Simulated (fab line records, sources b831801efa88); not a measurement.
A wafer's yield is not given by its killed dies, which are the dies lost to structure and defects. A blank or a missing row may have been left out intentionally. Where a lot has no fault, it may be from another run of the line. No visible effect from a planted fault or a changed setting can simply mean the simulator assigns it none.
fab line records | flow sky130
record: lots: 7 wafers: 21 last-day: 50
route steps=708 shown VT_ADJUST_NCORE@129 VT_ADJUST_HVTR@131 VT_ADJUST_PCH@143 SONOS_TUNNEL@154
lots that met no fault: taken from a fault-free run of the same line
start-h: start of the lot's first displayed wafer, in hours after the record's first day | wait-h: hours from the lot's prior step to this one | " as in the row above | L1.1+2: several wafers, shown together as one row | - either no value or no given start | * or withheld: withheld | < > ~ a bound
route shown NAME@n: a module of which the file shows steps, and the number in the route of the first | usual: mean and standard deviation over wafers with no fault | same: alike in all rows | chamber/n: place in a boat | sites: each site's reading | _std_site: standard deviation across them | _edge_site: inner sites' mean taken away from outer sites' mean | radius-mm: for every site, how far away it sits from the centre of the wafer | mask NAME#n: copy n | behind: the tool/chamber that last shaped the wafer | hold: the reason the lot was held/the length of the hold in hours/how it ended | device: transistor that didn't switch, given as n, p or np | end of line: at the end of the route, the tests of the same wafers | where a step has no rows: the recipe by itself | killed: the dies lost at the first sort to structure and to defects; this is not the yield of the wafer | map: per-die view of a wafer (x killed, . not killed, _ where there is no die)
set.NAME: the run value of the setting; set.NAME@STEP: its run value at that earlier step | model.NAME: the simulator's own value behind a step, which no gauge read
lots seen at some steps along the route; tables by step, rows by wafer
services: the hour from which a tool's chamber was out of use, counted from the record's first day as start-h (under 0 if before that day), plus the number of hours and why
== steps ==
step: SKY_VT_ADJUST_NCORE_STRIP_10
recipe: chemistry: O2/N2 power-w: 1400 pressure-mtorr: 1500 platen-temp-c: withheld o2-flow-sccm: 3000 n2-flow-sccm: 300 overash-fraction: 0.5
usual: chamber-pressure-mTorr: 1500.3/1.3 drypump-motor-current-A: 5.48/0.14 oes-product-au: 0.716/0.0047 strip-time-to-endpoint-s: 14.17/0.036
columns lot.wafer tool chamber start-h wait-h chamber-pressure-mTorr drypump-motor-current-A oes-product-au rf-hours-counter-h strip-time-to-endpoint-s
L261.1 plasma-asher-04 1 194.01 0.1 1498.9 5.37 0.712 49 14.15
L261.2 " 0 " " 1502.0 5.71 0.712 49 14.16
L261.6 " 0 " " 1501.2 5.71 0.722 - 14.22
L267.1 plasma-asher-04 1 235.19 0.1 1501.7 5.42 0.717 53 14.23
L267.4 " 0 " " 1499.1 5.69 0.718 - 14.20
L267.6 " 1 " " 1499.7 5.41 0.716 - 14.24
L273.1 plasma-asher-02 1 284.36 0.1 1499.8 5.51 0.720 15 14.17
L273.2 " 0 " " 1501.6 5.48 0.715 15 14.18
L273.6 " 0 " " 1500.5 5.47 0.709 - 14.16
L274.4 plasma-asher-02 1 289.72 0.1 1499.3 5.53 0.712 - 14.18
L274.5 " 1 " " 1499.2 5.52 0.721 - 14.18
L274.6 " 0 " " 1499.5 5.47 0.717 - 14.18
L276.1 plasma-asher-02 0 314.91 0.1 1499.7 5.49 0.713 18 14.21
L276.5 " 0 " " 1501.1 5.49 0.718 - 14.21
L276.6 " 1 " " 1499.2 5.54 0.718 - 14.23
L275.1 plasma-asher-04 0 318.64 0.1 1500.0 5.71 0.724 61 14.21
L275.2 " 1 " " 1502.7 5.38 0.725 61 14.21
L275.3 " 1 " " 1501.1 5.38 0.715 - 14.24
L281.1 plasma-asher-01 1 337.81 0.1 1499.5 5.24 0.719 63 14.21
L281.3 " 0 " " 1498.3 5.48 0.723 - 14.17
L281.6 " 0 " " 1499.5 5.47 0.711 - 14.19
step: SKY_VT_ADJUST_NCORE_TW_MEAS_11
usual: VT_ADJUST_NCORE_TW: 218.4/1.2
columns lot.wafer tool chamber start-h wait-h VT_ADJUST_NCORE_TW
L261.1 film-metro-01 - 194.11 0.1 219.6
L261.2 " - " " 219.3
L261.6 " - " " 220.0
L267.1 film-metro-01 - 235.29 0.1 219.1
L267.4 " - " " 219.0
L267.6 " - " " 220.4
L273.1 film-metro-01 - 284.46 0.1 218.6
L273.2 " - " " 219.0
L273.6 " - " " 218.2
L274.4 film-metro-01 - 289.82 0.1 219.5
L274.5 " - " " 219.6
L274.6 " - " " 219.6
L276.1 film-metro-04 - 315.01 0.1 219.4
L276.5 " - " " 220.2
L276.6 " - " " 219.3
L275.1 film-metro-03 - 318.74 0.1 218.9
L275.2 " - " " 217.8
L275.3 " - " " 216.7
L281.1 film-metro-03 - 337.91 0.1 217.7
L281.3 " - " " 217.2
L281.6 " - " " 217.4
step: SKY_VT_ADJUST_HVTR_DEHYDRATE_00
recipe: temp-c: 200 time-s: 60
step: SKY_VT_ADJUST_HVTR_HMDS_01
recipe: prime-time-s: 60 prime-temp-c: 120
step: SKY_VT_ADJUST_HVTR_COAT_02
recipe: resist: NOVOLAK spin-rpm: 3000 resist-thk-nm: 1140
step: SKY_VT_ADJUST_HVTR_SOFTBAKE_03
recipe: temp-c: 90 time-s: 60 resist: NOVOLAK
step: SKY_VT_ADJUST_HVTR_EXPOSE_04
recipe: mask-id: HVTRM target-cd-nm: 380 na: 0.6 source-shape: conventional sigma-outer: 0.6 dose-mj: 150
step: SKY_VT_ADJUST_HVTR_PEB_05
recipe: temp-c: withheld time-s: * resist: NOVOLAK
step: SKY_VT_ADJUST_HVTR_DEVELOP_06
recipe: develop-time-s: 60 dev-temp-c: 23
step: SKY_VT_ADJUST_HVTR_CD_MEAS_07
recipe: target-cd-nm: 380
usual: cd-nm: 379.6/2.6
columns lot.wafer tool chamber start-h wait-h cd-nm
L261.1 cd-sem-01 - 216.13 0.1 382.9
L261.2 " - " " 382.0
L261.6 " - " " 383.1
L267.1 cd-sem-02 - 258.81 0.1 382.5
L267.4 " - " " 380.3
L267.6 " - " " 380.1
L273.1 cd-sem-02 - 309.10 0.1 379.1
L273.2 " - " " 381.0
L273.6 " - " " 378.9
L274.4 cd-sem-02 - 315.14 0.1 382.5
L274.5 " - " " 382.3
L274.6 " - " " 383.0
L276.1 cd-sem-01 - 341.16 0.1 381.6
L276.5 " - " " 381.2
L276.6 " - " " 382.1
L275.1 cd-sem-01 - 345.30 0.1 380.6
L275.2 " - " " 382.2
L275.3 " - " " 380.0
L281.1 cd-sem-02 - 364.73 0.1 381.1
L281.3 " - " " 380.2
L281.6 " - " " 375.7
step: SKY_VT_ADJUST_HVTR_OVL_MEAS_08
usual: VT_ADJUST_HVTR_OVL: -0.4/1.5
columns lot.wafer tool chamber start-h wait-h VT_ADJUST_HVTR_OVL[nm]
L261.1 overlay-01 - 216.25 0.1 -0.6
L261.2 " - " " -1.8
L261.6 " - " " -0.6
L267.1 overlay-02 - 258.93 0.1 -4.4
L267.4 " - " " -4.0
L267.6 " - " " -4.3
L273.1 overlay-02 - 309.22 0.1 -1.7
L273.2 " - " " -2.7
L273.6 " - " " -2.5
L274.4 overlay-02 - 315.22 0.1 -0.4
L274.5 " - " " 0.2
L274.6 " - " " 0.9
L276.1 overlay-02 - 341.28 0.1 -2.5
L276.5 " - " " -3.0
L276.6 " - " " -2.6
L275.1 overlay-02 - 345.42 0.1 -0.6
L275.2 " - " " -0.4
L275.3 " - " " -0.1
L281.1 overlay-02 - 364.85 0.1 -1.3
L281.3 " - " " -1.6
L281.6 " - " " -2.8
step: SKY_VT_ADJUST_HVTR_IMPLANT_09
recipe: species: B energy-kev: 10 dose-cm2: 2.1e+12 tilt-deg: withheld
step: SKY_VT_ADJUST_HVTR_STRIP_10
recipe: chemistry: O2/N2 power-w: 1400 pressure-mtorr: 1500 platen-temp-c: withheld o2-flow-sccm: 3000 n2-flow-sccm: 300 overash-fraction: 0.5
usual: chamber-pressure-mTorr: 1499.9/1.4 drypump-motor-current-A: 5.54/0.24 oes-product-au: 0.716/0.0041 strip-time-to-endpoint-s: 14.17/0.034
columns lot.wafer tool chamber start-h wait-h chamber-pressure-mTorr drypump-motor-current-A oes-product-au rf-hours-counter-h strip-time-to-endpoint-s model.NOVOLAK_of_VT_ADJUST_HVTR_COAT_02.thk-nm
L261.1 plasma-asher-01 0 216.44 0.1 1500.1 5.46 0.719 52 14.11 0
L261.2 " 1 " " 1500.9 5.22 0.711 52 14.13 0
L261.6 " 0 " " 1497.1 5.48 0.715 - 14.13 0
L267.1 plasma-asher-01 1 259.11 0.1 1497.9 5.25 0.711 56 14.19 0
L267.4 " 1 " " 1500.0 5.29 0.717 - 14.17 0
L267.6 " 1 " " 1501.6 5.26 0.715 - 14.19 0
L273.1 plasma-asher-03 0 309.41 0.1 - - - - - 1145
L273.2 " 1 " " - - - - - 1145
L273.6 " 1 " " - - - - - 1143
L274.4 plasma-asher-02 1 315.42 0.1 - - - - - 1141
L274.5 " 1 " " - - - - - 1141
L274.6 " 0 " " - - - - - 1137
L276.1 plasma-asher-01 0 341.46 0.1 1497.4 5.48 0.725 64 14.17 0
L276.5 " 0 " " 1501.3 5.48 0.722 - 14.17 0
L276.6 " 1 " " 1499.0 5.20 0.716 - 14.15 0
L275.1 plasma-asher-01 0 345.61 0.1 - - - - - 1138
L275.2 " 1 " " - - - - - 1139
L275.3 " 0 " " - - - - - 1140
L281.1 plasma-asher-02 1 365.04 0.1 1500.7 5.54 0.718 23 14.16 0
L281.3 " 1 " " 1500.6 5.52 0.714 - 14.17 0
L281.6 " 0 " " 1500.5 5.49 0.715 - 14.21 0
step: SKY_VT_ADJUST_HVTR_TW_MEAS_11
usual: VT_ADJUST_HVTR_TW: 210.0/1.2
columns lot.wafer tool chamber start-h wait-h VT_ADJUST_HVTR_TW
L261.1 film-metro-01 - 216.54 0.1 211.6
L261.2 " - " " 209.9
L261.6 " - " " 210.4
L267.1 film-metro-04 - 259.21 0.1 211.5
L267.4 " - " " 211.7
L267.6 " - " " 211.8
L273.1 film-metro-01 - 309.51 0.1 211.4
L273.2 " - " " 211.5
L273.6 " - " " 210.9
L274.4 film-metro-02 - 315.52 0.1 209.2
L274.5 " - " " 208.9
L274.6 " - " " 207.5
L276.1 film-metro-01 - 341.56 0.1 210.7
L276.5 " - " " 210.0
L276.6 " - " " 210.2
L275.1 film-metro-02 - 345.71 0.1 208.9
L275.2 " - " " 208.1
L275.3 " - " " 208.8
L281.1 film-metro-02 - 365.14 0.1 209.5
L281.3 " - " " 209.5
L281.6 " - " " 209.5
step: SKY_VT_ADJUST_PCH_DEHYDRATE_00
recipe: temp-c: 200 time-s: 60
step: SKY_VT_ADJUST_PCH_HMDS_01
recipe: prime-time-s: 60 prime-temp-c: 120
step: SKY_VT_ADJUST_PCH_COAT_02
recipe: spin-rpm: 2000 resist-thk-nm: 3000
step: SKY_VT_ADJUST_PCH_SOFTBAKE_03
recipe: temp-c: 110 time-s: withheld
step: SKY_VT_ADJUST_PCH_EXPOSE_04
recipe: mask-id: NWM na: 0.6 source-shape: conventional sigma-outer: 0.6 polarization: unpolarized target-cd-nm: 840 dose-mj: 255
step: SKY_VT_ADJUST_PCH_PEB_05
recipe: temp-c: 115 time-s: withheld
step: SKY_VT_ADJUST_PCH_DEVELOP_06
recipe: wall-angle-deg: 90 developer: TMAH develop-time-s: 60 dev-temp-c: 23
step: SKY_VT_ADJUST_PCH_OVL_MEAS_07
usual: VT_ADJUST_PCH_OVL: -0.2/1.6
columns lot.wafer tool chamber start-h wait-h VT_ADJUST_PCH_OVL[nm]
L261.1 overlay-01 - 238.83 - -0.7
L261.2 " - " " -0.8
L261.6 " - " " 0.4
L267.1 overlay-01 - 282.03 - 1.1
L267.4 " - " " 1.5
L267.6 " - " " 0.3
L273.1 overlay-02 - 335.95 - -1.2
L273.2 " - " " -0.8
L273.6 " - " " -2.9
L274.4 overlay-02 - 341.62 - 0.1
L274.5 " - " " 0.6
L274.6 " - " " 0.6
L276.1 overlay-02 - 368.74 - -0.4
L276.5 " - " " 0.1
L276.6 " - " " -2.9
L275.1 overlay-01 - 372.50 - 0.0
L275.2 " - " " 0.6
L275.3 " - " " 0.3
L281.1 overlay-01 - 394.30 - -1.3
L281.3 " - " " -2.8
L281.6 " - " " -2.3
step: SKY_VT_ADJUST_PCH_IMPLANT_08
recipe: species: B energy-kev: 10 dose-cm2: 5e+11 tilt-deg: withheld
step: SKY_VT_ADJUST_PCH_STRIP_09
recipe: chemistry: O2/N2 power-w: 1400 pressure-mtorr: 1500 platen-temp-c: withheld o2-flow-sccm: 3000 n2-flow-sccm: 300 overash-fraction: 0.5
usual: chamber-pressure-mTorr: 1500.1/1.4 drypump-motor-current-A: 5.55/0.16 oes-product-au: 0.723/0.0048 strip-time-to-endpoint-s: 36.95/0.099
columns lot.wafer tool chamber start-h wait-h chamber-pressure-mTorr drypump-motor-current-A oes-product-au rf-hours-counter-h strip-time-to-endpoint-s
L261.1 plasma-asher-02 1 239.02 0.1 1499.6 5.50 0.716 11 37.05
L261.2 " 0 " " 1497.6 5.46 0.715 11 37.05
L261.6 " 0 " " 1501.4 5.46 0.717 - 36.99
L267.1 plasma-asher-02 1 282.22 0.1 1496.5 5.54 0.722 15 37.03
L267.4 " 1 " " 1501.1 5.53 0.727 - 37.05
L267.6 " 1 " " 1499.1 5.51 0.725 - 37.07
L273.1 plasma-asher-04 1 336.14 0.1 1498.4 5.39 0.725 62 53.70
L273.2 " 0 " " 1496.9 5.69 0.732 62 53.91
L273.6 " 0 " " 1500.4 5.70 0.723 - 53.76
L274.4 plasma-asher-04 0 341.82 0.1 1499.2 5.71 0.724 - 53.89
L274.5 " 1 " " 1499.3 5.40 0.726 - 54.01
L274.6 " 0 " " 1498.2 5.69 0.734 - 53.94
L276.1 plasma-asher-03 0 368.93 0.1 1498.1 5.42 0.722 58 36.77
L276.5 " 0 " " 1503.7 5.44 0.728 - 36.91
L276.6 " 1 " " 1500.0 5.94 0.721 - 36.87
L275.1 plasma-asher-02 1 372.69 0.1 1499.4 5.51 0.728 24 53.79
L275.2 " 0 " " 1501.2 5.45 0.730 24 53.76
L275.3 " 1 " " 1500.1 5.53 0.731 - 53.83
L281.1 plasma-asher-04 0 394.49 0.1 1500.8 5.68 0.723 68 37.01
L281.3 " 1 " " 1500.6 5.32 0.720 - 37.06
L281.6 " 1 " " 1498.6 5.36 0.731 - 37.11
step: SKY_VT_ADJUST_PCH_TW_MEAS_10
usual: VT_ADJUST_PCH_TW: 142.0/0.72
columns lot.wafer tool chamber start-h wait-h VT_ADJUST_PCH_TW
L261.1 film-metro-02 - 239.12 0.1 141.7
L261.2 " - " " 141.5
L261.6 " - " " 141.9
L267.1 film-metro-02 - 282.32 0.1 141.3
L267.4 " - " " 141.1
L267.6 " - " " 140.8
L273.1 film-metro-02 - 336.24 0.1 29.6
L273.2 " - " " 29.6
L273.6 " - " " 29.7
L274.4 film-metro-02 - 341.92 0.1 29.7
L274.5 " - " " 29.7
L274.6 " - " " 29.8
L276.1 film-metro-01 - 369.03 0.1 143.6
L276.5 " - " " 142.4
L276.6 " - " " 142.6
L275.1 film-metro-02 - 372.79 0.1 29.8
L275.2 " - " " 29.6
L275.3 " - " " 29.7
L281.1 film-metro-01 - 394.59 0.1 143.4
L281.3 " - " " 143.4
L281.6 " - " " 142.6
step: SKY_SONOS_TUNNEL_DEHYDRATE_00
recipe: temp-c: 200 time-s: 60
== services ==
columns tool chamber start-h hours kind
plasma-asher-04 - 266.30 1.3 repair
plasma-asher-03 - 357.60 0.5 repair
plasma-asher-04 - 368.22 2.8 pm
== key ==
first-sign: step: SKY_VT_ADJUST_HVTR_STRIP_10 reading: tool-record direction: missing
effect: step: SKY_VT_ADJUST_PCH_STRIP_09 reading: strip-time-to-endpoint-s direction: up sigmas: 99+ usual: * struck: *
effect: step: SKY_VT_ADJUST_PCH_TW_MEAS_10 reading: VT_ADJUST_PCH_TW direction: down sigmas: 99+ usual: 142.0 struck: 29.7
model-effect: step: SKY_VT_ADJUST_HVTR_STRIP_10 value: NOVOLAK_of_VT_ADJUST_HVTR_COAT_02.thk-nm without: 0 struck: 1141
met-at SKY_VT_ADJUST_HVTR_STRIP_10
struck-wafers L273.1,L273.2,L273.6,L274.4,L274.5,L274.6,L275.1,L275.2,L275.3
sort-left-out L273.1,L273.2,L273.6,L274.4,L274.5,L274.6,L275.1,L275.2,L275.3
tester-left-out L273,L274,L275
onset-between 259.11 309.41
fault: kind: skipped-step-whole tool: plasma-asher-01,plasma-asher-02,plasma-asher-03 chamber: - onset-h: 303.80 steps: SKY_VT_ADJUST_HVTR_STRIP_10 scope: struck-lots-only
tester-left-out: of these lots the tester's yield and bins aren't shown, on N5 and GAA mostly nor the transistor test; their killed dies are dies lost to structure and defects alone, not to doping, threshold or leakage, so they don't give the yield
sort-left-out: the simulated sort isn't trusted on such a fault, so these wafers' sort isn't shown, and their yield isn't known
